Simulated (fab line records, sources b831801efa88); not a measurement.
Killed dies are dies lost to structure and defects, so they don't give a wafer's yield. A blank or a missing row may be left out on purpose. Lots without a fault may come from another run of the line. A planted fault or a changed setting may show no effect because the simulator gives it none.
Which tool did it? | flow sky130 | 6 lots, 18 wafers sampled, at 1 step of a route of 708

WHAT THE GAUGES READ, wafer by wafer
SKY_SD_N_RS_MEAS_18: measures by four-point-probe.
lot  | measured     | on            | RES_XHIGH_RS (ohm/sq)
L237 | day 29 00:01 | film_metro-04 | 330.5 332.0 330.7
L240 | day 30 02:37 | film_metro-02 | 333.8 335.1 334.2
L247 | day 32 13:35 | film_metro-02 | 331.5 333.7 332.2
L249 | day 32 20:14 | film_metro-04 | 332.4 333.2 333.4
L252 | day 33 23:00 | film_metro-03 | 334.3 333.9 333.1
L257 | day 35 07:40 | film_metro-02 | 332.8 331.9 332.2

WHICH TOOL RAN EACH LOT (tool, then ch and the chambers of the sampled wafers, then the start)
The record holds no process step before these readings.

THE ANSWER, worked out from the rows above alone
Rule: what is usual is taken from the lots themselves. Put in order of their means at a reading, lots are off if they are a third of the lots or fewer, leave a main group of 4 or more, and stand apart from it by a gap of 3 or more times the standard deviation of the main group's means; of several such gaps the widest counts. A main group whose means are all the same, to the digits that the tables above print for the reading, isn't used. A lot without any number at a reading at which 4 lots or more have one is off too. The other lots that the step has rows for count as sound.
No lot is off at any reading shown: from this, nothing can be told.

WHAT THE SIMULATOR HAD PUT IN
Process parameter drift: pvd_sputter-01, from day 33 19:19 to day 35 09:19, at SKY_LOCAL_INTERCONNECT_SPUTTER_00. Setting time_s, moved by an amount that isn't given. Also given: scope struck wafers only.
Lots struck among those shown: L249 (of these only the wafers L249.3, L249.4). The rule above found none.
